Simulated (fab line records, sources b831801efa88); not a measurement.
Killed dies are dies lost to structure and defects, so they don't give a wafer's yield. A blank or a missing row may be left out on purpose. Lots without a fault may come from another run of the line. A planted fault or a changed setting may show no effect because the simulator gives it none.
Which tool did it? | flow sky130 | 15 lots, 45 wafers sampled, at 4 steps of a route of 708

WHAT THE GAUGES READ, wafer by wafer
SKY_LDD_HVN_OVL_MEAS_07. Usual: LDD_HVN_OVL -0.2 nm, standard deviation 1.4.
lot  | measured     | on         | LDD_HVN_OVL (nm) | flag
L698 | day 20 18:07 | overlay-02 | -1.7 -0.9 -0.8   |
L699 | day 20 18:25 | overlay-01 | 0.8 2.0 2.4      |
L701 | day 21 01:49 | overlay-01 | -1.6 -0.9 -2.5   |
L703 | day 22 04:43 | overlay-02 | 2.1 0.7 0.8      |
L704 | day 22 15:40 | overlay-02 | 2.8 1.3 0.0      |
L705 | day 22 22:56 | overlay-01 | -1.7 -1.1 0.6    |
L706 | day 23 08:20 | overlay-02 | -2.2 -2.1 -3.0   |
L711 | day 25 08:56 | overlay-02 | 0.8 0.7 1.2      |
L713 | day 26 01:53 | overlay-01 | -0.7 -1.9 -2.9   |
L714 | day 26 09:49 | overlay-02 | 1.5 1.5 1.3      |
L715 | day 26 14:13 | overlay-01 | -0.2 0.1 1.6     |
L717 | day 27 03:45 | overlay-01 | -1.7 -1.9 -1.2   |
L718 | day 27 12:46 | overlay-02 | -0.7 -1.1 -1.0   |
L719 | day 28 00:40 | overlay-01 | 1.0 -0.1 0.4     |
L720 | day 28 18:17 | overlay-02 | -0.4 0.7 0.3     |

SKY_LDD_HVN_TW_MEAS_10. Usual: LDD_HVN_TW 1433, standard deviation 7.9.
lot  | measured     | on            | LDD_HVN_TW     | flag
L698 | day 20 18:25 | film_metro-02 | 1440 1443 1442 |
L699 | day 20 18:43 | film_metro-03 | 1422 1423 1420 |
L701 | day 21 02:05 | film_metro-01 | 1431 1434 1435 |
L703 | day 22 05:01 | film_metro-02 | 1433 1429 1431 |
L704 | day 22 15:57 | film_metro-03 | 1432 1443 1436 |
L705 | day 22 23:14 | film_metro-01 | 1426 1434 1429 |
L706 | day 23 08:37 | film_metro-02 | 1447 1434 1443 |
L711 | day 25 09:13 | film_metro-02 | 1430 1426 1423 |
L713 | day 26 02:11 | film_metro-02 | 1429 1440 1432 |
L714 | day 26 10:06 | film_metro-01 | 1431 1437 1425 |
L715 | day 26 14:31 | film_metro-01 | 1428 1430 1426 |
L717 | day 27 04:02 | film_metro-02 | 1449 1452 1444 |
L718 | day 27 13:04 | film_metro-03 | 1435 1429 1431 |
L719 | day 28 00:57 | film_metro-03 | 1435 1433 1440 |
L720 | day 28 18:35 | film_metro-03 | 1434 1433 1431 |

SKY_POLY_CUT_OVL_MEAS_09. Usual: POLY_CUT_OVL -2 nm, standard deviation 5.4.
lot  | measured     | on         | POLY_CUT_OVL (nm) | flag
L698 | day 24 15:41 | overlay-02 | 0 -3 3            |
L699 | day 24 17:25 | overlay-02 | 2 4 -2            |
L701 | day 24 23:31 | overlay-01 | -6 -10 -3         |
L703 | day 26 00:23 | overlay-01 | -1 -5 -1          |
L704 | day 27 00:02 | overlay-02 | - - -             | OFF
L705 | day 27 00:24 | overlay-01 | - - -             | OFF
L706 | day 27 03:35 | overlay-01 | - - -             | OFF
L711 | day 29 02:08 | overlay-01 | -11 -12 -4        |
L713 | day 29 18:12 | overlay-02 | -1 1 -2           |
L714 | day 30 02:45 | overlay-01 | 0 -2 -1           |
L715 | day 30 07:19 | overlay-01 | -6 -14 -8         |
L717 | day 30 19:02 | overlay-02 | 5 4 5             |
L718 | day 31 05:25 | overlay-02 | -6 -1 0           |
L719 | day 31 15:24 | overlay-02 | -6 -3 -4          |
L720 | day 32 08:01 | overlay-01 | 2 1 2             |

WHICH TOOL RAN EACH LOT (tool, then ch and the chambers of the sampled wafers, then the start)
lot  | SKY_POLY_CUT_PEB_06
L698 | litho_track-04 ch 0, day 24 15:00
L699 | litho_track-02 ch 0, day 24 16:00
L701 | litho_track-02 ch 0, day 24 23:00
L703 | litho_track-03 ch 0, day 25 23:00
L704 | litho_track-03, day 26 23:00
L705 | litho_track-03, day 27 00:00
L706 | litho_track-02, day 27 03:00
L711 | litho_track-02 ch 0, day 29 01:00
L713 | litho_track-03 ch 0, day 29 17:00
L714 | litho_track-04 ch 0, day 30 02:00
L715 | litho_track-02 ch 0, day 30 06:00
L717 | litho_track-03 ch 0, day 30 18:00
L718 | litho_track-02 ch 0, day 31 04:00
L719 | litho_track-04 ch 0, day 31 14:00
L720 | litho_track-04 ch 0, day 32 07:00
- SKY_POLY_CUT_PEB_06

WHAT THE TOOLS THEMSELVES READ (means of the sampled wafers that have a number; where no wafer has one, the mark that the record gives instead)
SKY_POLY_CUT_PEB_06. Usual: exhaust_pa 44.9 Pa, standard deviation 0.98.
lot  | tool           | exhaust_pa (Pa) | flag
L698 | litho_track-04 | 44.2            |
L699 | litho_track-02 | 43.7            |
L701 | litho_track-02 | 44.0            |
L703 | litho_track-03 | 44.6            |
L704 | litho_track-03 | -               | OFF
L705 | litho_track-03 | -               | OFF
L706 | litho_track-02 | -               | OFF
L711 | litho_track-02 | 45.2            |
L713 | litho_track-03 | 45.5            |
L714 | litho_track-04 | 46.4            |
L715 | litho_track-02 | 44.2            |
L717 | litho_track-03 | 43.3            |
L718 | litho_track-02 | 44.5            |
L719 | litho_track-04 | 44.2            |
L720 | litho_track-04 | 45.2            |

THE ANSWER, worked out from the rows above alone
Rule: a lot is off if the mean of its wafers that have a number lies more than 3 standard deviations from the usual mean. A lot without any number at a reading at which 4 lots or more have one is off too. The other lots that the step has rows for count as sound. The gauges are gone through in route order, then the tools' own readings, and for those a lot's mean is taken as printed above. The first step at which some lot is off is used, and at that step the reading that is off furthest; a lot without a number counts as furthest.
Off: L704, L705, L706, at SKY_POLY_CUT_OVL_MEAS_09 (POLY_CUT_OVL). Without a number there: L704, L705, L706.
A tool fits if, at a process step before that reading, it ran every lot that is off, and no sound lot after the first of them. The gauges at SKY_POLY_CUT_OVL_MEAS_09 aren't tried: what is off there is off at SKY_POLY_CUT_PEB_06 too, on other tools, and a gauge's error can't cause that. None of those tried fits.

WHAT THE SIMULATOR HAD PUT IN
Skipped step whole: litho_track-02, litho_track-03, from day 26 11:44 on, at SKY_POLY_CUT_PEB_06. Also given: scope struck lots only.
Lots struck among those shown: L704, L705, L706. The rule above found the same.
